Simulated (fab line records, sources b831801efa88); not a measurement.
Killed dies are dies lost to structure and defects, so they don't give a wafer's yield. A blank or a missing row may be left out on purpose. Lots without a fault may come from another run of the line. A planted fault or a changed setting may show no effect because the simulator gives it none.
fab line records | flow gf180mcu
record lots=7 wafers=21 last_day=34
route steps=602 shown CONTACT@314 M1@315 PASSIVATION@602
lots that met no fault: from a run of the same line without faults
start_h: hours from the record's first day to the start of the lot's first wafer shown | wait_h: hours since the lot's step before | " the same as in the row above | L1.1+2: a row that stands for several wafers | - no value, or no start given | * or withheld: withheld | < > ~ a bound
route shown NAME@n: a module of which the file shows steps, and the number in the route of the first | usual: mean/standard deviation of fault-free wafers | same: alike in all rows | chamber/n: place in a boat | sites: the reading at each site | _std_site: their standard deviation | _edge_site: outer sites' mean less inner sites' | radius_mm: how far each site lies from the wafer's centre | mask NAME#n: copy n | behind: the tool/chamber that last shaped the wafer | hold: why the lot was held/for how many hours/how that ended | device: the transistor (n, p or np) that didn't switch | end of line: the same wafers' tests at the end of the route | a step without rows: its recipe alone | killed: dies lost to structure and defects at the first sort, not the wafer's yield | map: a wafer's dies, x killed, . not, _ none there
set.NAME: the setting as run; set.NAME@STEP: as run at that earlier step | model.NAME: the simulator's own value behind a step, which no gauge read
lots at some steps of the route; a table a step, a row a wafer
services: from which hour (start_h, from the record's first day; less than 0 if before it) a tool's chamber was out of use, for how many hours, and why
## steps
# step GF_CONTACT_CMP_27
# recipe stop_on=SiO2 down_force_psi=3.5 platen_rpm=60 t_overpolish_s=15 target_thk_nm=0 pad_velocity_m_s=0.94248
# usual motor_current_A=10.1/0.77 overpolish_run_s=15.000/0.01 time_to_endpoint_s=74.2/3
# columns lot.wafer tool chamber start_h wait_h motor_current_A overpolish_run_s time_to_endpoint_s
L278.4 cmp-02 1 383.11 2.0 11.5 14.987 73.7
L278.2 " 2 " " 9.4 15.008 71.1
L278.6 " 1 " " 11.8 14.991 73.9
L279.1 cmp-01 0 388.59 0.2 10.2 14.982 74.9
L279.6 " 1 " " 10.3 15.000 74.6
L279.5 " 2 " " 9.6 15.013 75.1
L283.3 cmp-02 3 428.64 0.1 10.0 15.004 75.4
L283.2 " 0 " " 10.6 14.988 74.1
L283.4 " 1 " " 11.1 14.992 72.9
L292.4 cmp-01 2 506.95 0.0 9.2 15.001 76.9
L292.2 " 3 " " 9.7 14.999 78.8
L292.1 " 1 " " 10.6 14.992 78.6
L293.2 cmp-02 0 513.20 0.7 11.3 15.011 73.3
L293.5 " 2 " " 9.4 15.004 70.1
L293.6 " 3 " " 9.7 15.004 71.7
L294.3 cmp-02 3 524.54 0.0 10.4 14.993 72.8
L294.1 " 0 " " 11.2 14.994 72.3
L294.5 " 0 " " 11.4 14.997 72.6
L297.2 cmp-01 2 543.97 0.1 9.1 14.994 75.5
L297.1 " 0 " " 10.3 14.985 70.7
L297.5 " 2 " " 9.9 15.009 76.2
# step GF_M1_SPUTTER_00
# recipe material=Ti target_thk_nm=37.5 arriving_ion_energy_ev=80 substrate_temp_c=200 chamber_pressure_pa=2 power_w=4000 time_s=150
# step GF_M1_SPUTTER_01
# recipe material=TiN target_thk_nm=30 power_w=6500 time_s=25 chamber_pressure_pa=0.4
# usual throttle_valve_pct=29.4/0.92
# columns lot.wafer tool chamber start_h wait_h throttle_valve_pct
L278.2 pvd_sputter-03 - 383.46 0.1 31.6
L278.4 " - " " 28.8
L278.6 " - " " 29.0
L279.1 pvd_sputter-02 - 388.84 0.1 28.1
L279.5 " - " " 28.2
L279.6 " - " " 29.9
L283.2 pvd_sputter-03 - 428.99 0.1 31.4
L283.3 " - " " 29.4
L283.4 " - " " 28.8
L292.1 pvd_sputter-03 - 507.35 0.1 28.8
L292.2 " - " " 29.4
L292.4 " - " " 29.7
L293.2 pvd_sputter-02 - 513.50 0.1 29.8
L293.5 " - " " 29.8
L293.6 " - " " 29.6
L294.1 pvd_sputter-01 - 524.94 0.1 28.8
L294.3 " - " " 27.5
L294.5 " - " " 28.8
L297.1 pvd_sputter-02 - 544.34 0.1 27.8
L297.2 " - " " 29.6
L297.5 " - " " 29.9
# step GF_M1_SPUTTER_02
# recipe material=AlCu target_thk_nm=450 power_w=10600 time_s=23.9 chamber_pressure_pa=0.4
# step GF_M1_SPUTTER_03
# recipe material=Ti target_thk_nm=10 substrate_temp_c=300 chamber_pressure_pa=0.3 power_w=3000 time_s=6.7
# usual throttle_valve_pct=29.4/0.9
# columns lot.wafer tool chamber start_h wait_h throttle_valve_pct
L278.2 pvd_sputter-03 - 383.52 0.0 31.3
L278.4 " - " " 28.8
L278.6 " - " " 29.1
L279.1 pvd_sputter-02 - 388.91 0.0 28.0
L279.5 " - " " 28.2
L279.6 " - " " 29.9
L283.2 pvd_sputter-03 - 429.05 0.0 31.4
L283.3 " - " " 29.4
L283.4 " - " " 28.9
L292.1 pvd_sputter-03 - 507.41 0.0 28.9
L292.2 " - " " 29.4
L292.4 " - " " 29.6
L293.2 pvd_sputter-02 - 513.56 0.0 29.8
L293.5 " - " " 30.0
L293.6 " - " " 29.6
L294.1 pvd_sputter-01 - 525.00 0.0 28.9
L294.3 " - " " 27.7
L294.5 " - " " 28.8
L297.1 pvd_sputter-02 - 544.40 0.0 28.2
L297.2 " - " " 29.8
L297.5 " - " " 29.8
# step GF_M1_SPUTTER_04
# recipe material=TiN target_thk_nm=50 power_w=6500 time_s=41.7 chamber_pressure_pa=0.4
# usual throttle_valve_pct=29.4/0.91
# columns lot.wafer tool chamber start_h wait_h throttle_valve_pct
L278.2 pvd_sputter-03 - 383.54 0.0 31.3
L278.4 " - " " 28.8
L278.6 " - " " 29.0
L279.1 pvd_sputter-02 - 388.93 0.0 28.0
L279.5 " - " " 27.8
L279.6 " - " " 30.1
L283.2 pvd_sputter-03 - 429.07 0.0 31.2
L283.3 " - " " 29.6
L283.4 " - " " 29.1
L292.1 pvd_sputter-03 - 507.43 0.0 28.8
L292.2 " - " " 29.6
L292.4 " - " " 29.3
L293.2 pvd_sputter-02 - 513.58 0.0 30.3
L293.5 " - " " 30.2
L293.6 " - " " 29.7
L294.1 pvd_sputter-01 - 525.02 0.0 28.8
L294.3 " - " " 27.7
L294.5 " - " " 28.8
L297.1 pvd_sputter-02 - 544.42 0.0 27.9
L297.2 " - " " 29.9
L297.5 " - " " 29.9
# step GF_M1_RS_MEAS_05
# recipe thk_meas_gauge=four-point-probe reads=TiN_of_M1_SPUTTER_04+Ti_of_M1_SPUTTER_03+AlCu_of_M1_SPUTTER_02+TiN_of_M1_SPUTTER_01+Ti_of_M1_SPUTTER_00
# usual M1_ALCU_RS=0.0696/0.00073
# columns lot.wafer tool chamber start_h wait_h M1_ALCU_RS[ohm/sq]
L278.2 film_metro-04 - 383.60 0.0 0.0693
L278.4 " - " " 0.0693
L278.6 " - " " 0.0697
L279.1 film_metro-01 - 388.97 0.0 0.0692
L279.5 " - " " 0.0692
L279.6 " - " " 0.0683
L283.2 film_metro-04 - 429.13 0.0 0.0714
L283.3 " - " " 0.0714
L283.4 " - " " 0.0710
L292.1 film_metro-02 - 507.47 0.0 0.0685
L292.2 " - " " 0.0699
L292.4 " - " " 0.0692
L293.2 film_metro-02 - 513.64 0.0 0.0691
L293.5 " - " " 0.0699
L293.6 " - " " 0.0689
L294.1 film_metro-04 - 525.06 0.0 0.0679
L294.3 " - " " 0.0690
L294.5 " - " " 0.0682
L297.1 film_metro-02 - 544.46 0.0 0.0694
L297.2 " - " " 0.0696
L297.5 " - " " 0.0687
# step GF_M1_THK_MEAS_06
# recipe thk_meas_gauge=xrf reads=AlCu_of_M1_SPUTTER_02
# usual M1_ALCU_THK=453/5.3
# columns lot.wafer tool chamber start_h wait_h M1_ALCU_THK[nm]
L278.2 film_metro-04 - 383.71 0.1 459
L278.4 " - " " 458
L278.6 " - " " 455
L279.1 film_metro-01 - 389.09 0.1 456
L279.5 " - " " 453
L279.6 " - " " 461
L283.2 film_metro-04 - 429.24 0.1 442
L283.3 " - " " 443
L283.4 " - " " 442
L292.1 film_metro-02 - 507.59 0.1 455
L292.2 " - " " 448
L292.4 " - " " 452
L293.2 film_metro-02 - 513.75 0.1 453
L293.5 " - " " 450
L293.6 " - " " 454
L294.1 film_metro-04 - 525.18 0.1 466
L294.3 " - " " 458
L294.5 " - " " 463
L297.1 film_metro-02 - 544.58 0.1 456
L297.2 " - " " 456
L297.5 " - " " 460
# step GF_M1_DEHYDRATE_07
# recipe temp_c=200 time_s=60
# step GF_M1_HMDS_08
# recipe prime_time_s=60 prime_temp_c=120
# step GF_M1_COAT_09
# recipe resist=KrF spin_rpm=withheld resist_thk_nm=1000
# step GF_M1_SOFTBAKE_10
# recipe temp_c=130 time_s=60 resist=KrF
# step GF_M1_EXPOSE_11
# recipe mask_id=Metal1 target_cd_nm=230 na=0.68 source_shape=conventional sigma_outer=0.6 dose_mj=28
# usual exposure_dose_mJ_cm2=28.000/0.026 focus_offset_nm=0.0/0.61
# same sigma_outer=0.6
# columns lot.wafer tool chamber start_h wait_h mask exposure_dose_mJ_cm2 focus_offset_nm
L278.2 krf_scanner-02 0 394.42 - Metal1#0 27.990 -0.5
L278.4 " 0 " " Metal1#0 27.987 0.5
L278.6 " 0 " " Metal1#0 28.020 0.3
L279.1 krf_scanner-01 0 401.38 - Metal1#0 27.961 0.2
L279.5 " 0 " " Metal1#0 28.020 0.7
L279.6 " 0 " " Metal1#0 27.976 -0.3
L283.2 krf_scanner-02 0 441.62 - Metal1#0 27.940 -0.9
L283.3 " 0 " " Metal1#0 27.994 -1.2
L283.4 " 0 " " Metal1#0 28.000 -1.2
L292.1 krf_scanner-01 0 519.22 - Metal1#0 21.846 -0.6
L292.2 " 0 " " Metal1#0 21.829 -0.8
L292.4 " 0 " " Metal1#0 21.856 0.2
L293.2 krf_scanner-01 0 525.27 - Metal1#0 21.794 0.1
L293.5 " 0 " " Metal1#0 21.792 -1.1
L293.6 " 0 " " Metal1#0 21.837 0.3
L294.1 krf_scanner-01 0 536.45 - Metal1#0 24.026 -1.0
L294.3 " 0 " " Metal1#0 24.093 -0.9
L294.5 " 0 " " Metal1#0 24.063 -1.1
L297.1 krf_scanner-02 0 555.97 - Metal1#0 28.003 -0.6
L297.2 " 0 " " Metal1#0 27.998 -0.1
L297.5 " 0 " " Metal1#0 28.020 -0.6
# step GF_M1_PEB_12
# recipe peb_temp_c=135 peb_time_s=90 resist=KrF
# step GF_M1_DEVELOP_13
# recipe develop_time_s=60 dev_temp_c=21
# step GF_M1_CD_MEAS_14
# recipe target_cd_nm=230
# usual cd_nm=230.2/1.3
# columns lot.wafer tool chamber start_h wait_h cd_nm
L278.2 cd_sem-02 - 405.57 0.1 232.1
L278.4 " - " " 232.5
L278.6 " - " " 233.7
L279.1 cd_sem-02 - 412.90 0.1 233.0
L279.5 " - " " 231.8
L279.6 " - " " 231.8
L283.2 cd_sem-01 - 453.62 0.1 227.7
L283.3 " - " " 229.9
L283.4 " - " " 229.0
L292.1 cd_sem-02 - 530.85 0.1 266.6
L292.2 " - " " 267.0
L292.4 " - " " 267.7
L293.2 cd_sem-02 - 536.36 0.1 268.8
L293.5 " - " " 269.5
L293.6 " - " " 268.5
L294.1 cd_sem-01 - 547.70 0.1 253.0
L294.3 " - " " 252.9
L294.5 " - " " 253.6
L297.1 cd_sem-02 - 566.70 0.1 231.8
L297.2 " - " " 231.3
L297.5 " - " " 231.4
# step GF_M1_OVL_MEAS_15
# usual M1_OVL=3/5.5
# columns lot.wafer tool chamber start_h wait_h M1_OVL[nm]
L278.2 overlay-01 - 405.67 0.1 -3
L278.4 " - " " -1
L278.6 " - " " -3
L279.1 overlay-01 - 413.02 0.1 2
L279.5 " - " " 5
L279.6 " - " " 16
L283.2 overlay-01 - 453.73 0.1 0
L283.3 " - " " 1
L283.4 " - " " -2
L292.1 overlay-02 - 530.97 0.1 16
L292.2 " - " " 10
L292.4 " - " " 16
L293.2 overlay-02 - 536.47 0.1 -5
L293.5 " - " " -5
L293.6 " - " " -5
L294.1 overlay-02 - 547.82 0.1 -5
L294.3 " - " " 2
L294.5 " - " " -7
L297.1 overlay-02 - 566.82 0.1 6
L297.2 " - " " -1
L297.5 " - " " 3
# step GF_M1_METAL_ETCH_16
# recipe chemistry=Cl2/BCl3 mask_material=KrF target_depth_nm=627.5 stop_on=SiO2 pressure_mtorr=8 icp_w=800 bias_w=140 Cl2_flow_sccm=80 bcl3_flow_sccm=40 time_s=104.6
# usual drypump_motor_current_A=5.69/0.18 oes_product_au=0.972/0.0064 throttle_valve_pct=28.251/0.0099
# columns lot.wafer tool chamber start_h wait_h drypump_motor_current_A oes_product_au rf_hours_counter_h throttle_valve_pct model.M1.cd_nm
L278.2 rie_metal-01 1 405.70 0.0 5.89 0.974 7 28.238 229.5
L278.4 " 1 " " 5.90 0.968 - 28.241 231.3
L278.6 " 1 " " 5.88 0.974 - 28.239 233.2
L279.1 rie_metal-03 0 413.05 0.0 5.56 0.969 0 28.242 235.5
L279.5 " 0 " " 5.56 0.971 - 28.257 235.2
L279.6 " 1 " " 5.47 0.978 - 28.253 233.1
L283.2 rie_metal-03 1 453.76 0.0 5.48 0.964 3 28.259 226.6
L283.3 " 0 " " 5.59 0.959 - 28.262 232.7
L283.4 " 1 " " 5.46 0.966 - 28.251 226
L292.1 rie_metal-04 0 531.01 0.0 5.91 0.985 3 28.235 268.7
L292.2 " 1 " " 5.82 0.963 11 28.250 273.5
L292.4 " 1 " " 5.85 0.966 - 28.255 269.9
L293.2 rie_metal-04 0 536.50 0.0 5.92 0.975 3 28.249 267.8
L293.5 " 1 " " 5.82 0.970 - 28.246 272.8
L293.6 " 0 " " 5.93 0.975 - 28.254 271
L294.1 rie_metal-04 0 547.85 0.0 5.91 0.982 4 28.254 255
L294.3 " 0 " " 5.89 0.979 - 28.242 252
L294.5 " 0 " " 5.90 0.985 - 28.246 255.2
L297.1 rie_metal-01 1 566.86 0.0 5.89 0.975 11 28.251 226
L297.2 " 0 " " 5.85 0.974 11 28.242 228.1
L297.5 " 1 " " 5.86 0.972 - 28.248 227.4
# step GF_M1_STRIP_17
# recipe chemistry=O2/N2 power_w=1400 pressure_mtorr=1500 platen_temp_c=250 o2_flow_sccm=3000 n2_flow_sccm=300 overash_fraction=0.5
# usual drypump_motor_current_A=5.80/0.23 heater_power_w=336/15 oes_product_au=0.558/0.0046 strip_time_to_endpoint_s=7.86/0.035
# columns lot.wafer tool chamber start_h wait_h drypump_motor_current_A heater_power_w oes_product_au rf_hours_counter_h strip_time_to_endpoint_s
L278.2 plasma_asher-03 1 405.81 0.1 6.05 356 0.561 79 7.87
L278.4 " 0 " " 5.46 331 0.565 - 7.88
L278.6 " 0 " " 5.48 335 0.556 - 7.89
L279.1 plasma_asher-04 1 413.16 0.1 5.93 322 0.555 65 7.93
L279.5 " 0 " " 5.74 348 0.561 - 7.89
L279.6 " 1 " " 5.95 330 0.557 - 7.92
L283.2 plasma_asher-03 1 453.87 0.1 6.06 332 0.561 3 7.87
L283.3 " 0 " " 5.46 332 0.559 - 7.87
L283.4 " 1 " " 6.07 322 0.556 - 7.88
L292.1 plasma_asher-03 1 531.12 0.1 6.04 340 0.559 11 7.87
L292.2 " 0 " " 5.48 334 0.566 11 7.85
L292.4 " 0 " " 5.49 342 0.552 - 7.83
L293.2 plasma_asher-03 1 536.61 0.1 6.04 336 0.556 12 7.88
L293.5 " 1 " " 6.03 339 0.557 - 7.88
L293.6 " 0 " " 5.50 337 0.562 - 7.87
L294.1 plasma_asher-04 1 548.08 0.2 5.88 323 0.558 79 7.82
L294.3 " 1 " " 5.94 321 0.558 - 7.83
L294.5 " 0 " " 5.73 347 0.556 - 7.83
L297.1 plasma_asher-04 0 566.97 0.1 5.73 344 0.550 81 7.91
L297.2 " 1 " " 5.91 322 0.559 81 7.91
L297.5 " 0 " " 5.74 358 0.555 - 7.87
# step GF_PASSIVATION_PROBE_99
# columns lot.wafer tool chamber start_h wait_h model.etest.met1.width_nm model.etest.met1.line_ohm_um
L278.2 prober-01 - 693.36 0.1 228.8 0.312
L278.4 prober-01 - 693.46 0.2 230.3 0.3093
L278.6 prober-01 - 693.56 0.2 233.2 0.3074
L279.1 prober-02 - 696.00 0.1 233.1 0.3038
L279.5 prober-02 - 696.20 0.2 234.2 0.3022
L279.6 prober-02 - 696.25 0.2 232 0.3082
L283.2 prober-02 - 728.96 0.1 227.3 0.3235
L283.3 prober-02 - 729.01 0.2 236.7 0.3105
L283.4 prober-02 - 729.06 0.2 224.8 0.3263
L294.1 prober-01 - 792.40 0.1 256.9 0.2726
L294.3 prober-01 - 792.50 0.2 253.8 0.2807
L294.5 prober-01 - 792.60 0.2 257.2 0.2721
L297.1 prober-02 - 806.00 0.1 225.5 0.3166
L297.2 prober-02 - 806.05 0.1 226.5 0.3159
L297.5 prober-02 - 806.20 0.2 230.3 0.3082
# killed by level:class
L278.2 V2:geometric_particle:open=7 V3:geometric_particle:open=6 V1:geometric_particle:open=5 STI:geometric_particle:open=4 CONTACT:geometric_particle:open=4 M4:geometric_particle:short=4 STI:geometric_particle:short=3 V1:geometric_particle:short=3
L278.4 V5:geometric_particle:open=6 CONTACT:geometric_particle:open=5 V2:geometric_particle:open=5 M1:geometric_particle:short=4 V1:geometric_particle:open=4 V1:geometric_particle:short=3 V3:geometric_particle:short=3 V4:geometric_particle:open=3
L278.6 V5:geometric_particle:open=5 CONTACT:geometric_particle:open=4 CONTACT:geometric_particle:short=4 V3:geometric_particle:open=4 V5:geometric_particle:short=4 STI:geometric_particle:short=3 V1:geometric_particle:open=3 V2:geometric_particle:open=3
L279.1 CONTACT:geometric_particle:open=7 V5:geometric_particle:open=6 V3:geometric_particle:open=4 V2:geometric_particle:open=4 STI:geometric_particle:short=3 V2:geometric_particle:short=3 V3:geometric_particle:short=3 M5:geometric_particle:short=3
L279.5 CONTACT:geometric_particle:open=8 V2:geometric_particle:short=6 M3:geometric_particle:short=4 V2:geometric_particle:open=3 STI:geometric_particle:open=2 CONTACT:geometric_particle:short=2 V1:geometric_particle:open=2 V1:geometric_particle:short=2
L279.6 V2:geometric_particle:open=7 STI:geometric_particle:short=4 V1:geometric_particle:open=4 V5:geometric_particle:open=4 CONTACT:geometric_particle:short=3 CONTACT:geometric_particle:open=3 M1:geometric_particle:short=3 V3:geometric_particle:open=3
L283.2 V3:geometric_particle:open=7 CONTACT:geometric_particle:open=6 STI:geometric_particle:open=4 V2:geometric_particle:open=4 TOP_METAL:geometric_particle:short=4 V4:geometric_particle:open=4 V1:geometric_particle:open=3 M5:geometric_particle:short=3
L283.3 CONTACT:geometric_particle:open=7 V1:geometric_particle:open=5 V2:geometric_particle:open=4 V5:geometric_particle:open=4 V2:geometric_particle:short=3 V4:geometric_particle:open=3 V4:geometric_particle:short=3 STI:geometric_particle:open=1
L283.4 V1:geometric_particle:open=5 V5:geometric_particle:open=5 V1:geometric_particle:short=4 CONTACT:geometric_particle:short=3 V2:geometric_particle:open=3 V3:geometric_particle:open=3 V4:geometric_particle:open=3 SALICIDE:geometric_particle:short=2
L297.1 M4:geometric_particle:short=5 CONTACT:geometric_particle:open=4 V2:geometric_particle:open=3 V3:geometric_particle:open=3 V4:geometric_particle:open=3 V5:geometric_particle:open=3 STI:geometric_particle:open=2 V1:geometric_particle:open=2
L297.2 V3:geometric_particle:open=6 V2:geometric_particle:open=6 STI:geometric_particle:short=5 CONTACT:geometric_particle:open=5 CONTACT:geometric_particle:short=5 V3:geometric_particle:short=5 V5:geometric_particle:open=5 STI:geometric_particle:open=4
L297.5 M1:geometric_particle:short=6 V1:geometric_particle:open=6 STI:geometric_particle:open=4 STI:geometric_particle:short=3 M2:geometric_particle:short=3 M3:geometric_particle:short=3 V3:geometric_particle:short=3 V3:geometric_particle:open=3
## services
# columns tool chamber start_h hours kind
krf_scanner-02 - 362.75 1.6 repair
cmp-01 - 363.66 0.8 repair
krf_scanner-02 - 366.95 3.9 repair
cmp-01 - 378.72 4.6 repair
cmp-02 - 380.01 2.8 repair
plasma_asher-03 - 382.64 2.8 pm
krf_scanner-02 - 387.93 1.3 pm
krf_scanner-02 - 398.30 4.4 pm
cmp-02 - 401.40 0.2 repair
cmp-02 - 404.15 4.0 pm
pvd_sputter-03 - 412.27 4.3 repair
krf_scanner-01 - 418.40 0.8 repair
plasma_asher-03 - 421.25 9.0 pm
krf_scanner-01 - 424.12 1.0 pm
cmp-02 - 434.12 1.0 repair
cmp-02 - 434.49 2.4 repair
krf_scanner-01 - 478.98 1.3 pm
plasma_asher-03 - 491.98 4.1 repair
krf_scanner-01 - 495.45 3.6 pm
cmp-02 - 498.37 1.2 repair
krf_scanner-01 - 509.06 0.5 repair
krf_scanner-01 - 521.62 0.8 pm
cmp-02 - 555.20 3.6 pm
pvd_sputter-02 - 562.78 9.5 repair
## key
first_sign step=GF_M1_EXPOSE_11 reading=exposure_dose_mJ_cm2 direction=down sigmas=99+ usual=28.000 struck=22.571
effect step=GF_M1_CD_MEAS_14 reading=cd_nm direction=up sigmas=26 usual=230.2 struck=263.1 through=control_loop
model_effect step=GF_M1_METAL_ETCH_16 value=M1.cd_nm without=232 struck=265.1
model_effect step=GF_PASSIVATION_PROBE_99 value=etest.met1.width_nm without=232.7 struck=256
met_at GF_M1_EXPOSE_11
struck_wafers L292.1,L292.2,L292.4,L293.2,L293.5,L293.6,L294.1,L294.3,L294.5
sort_left_out L292.1,L292.2,L292.4,L293.2,L293.5,L293.6,L294.1,L294.3,L294.5
loop_trim step=GF_M1_EXPOSE_11 setting=dose lots=L294
onset_between 401.38 519.22
fault kind=process_parameter_drift tool=krf_scanner-01 chamber=- onset_h=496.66 steps=GF_M1_EXPOSE_11 channel=dose_mj offset=-6.1952 shape=step acts_in=these_recipes_only stated=28
# sort_left_out: the simulated sort isn't trusted on such a fault, so these wafers' sort isn't shown, and their yield isn't known
# loop_trim: a control loop set the setting to another value than it would have without faults
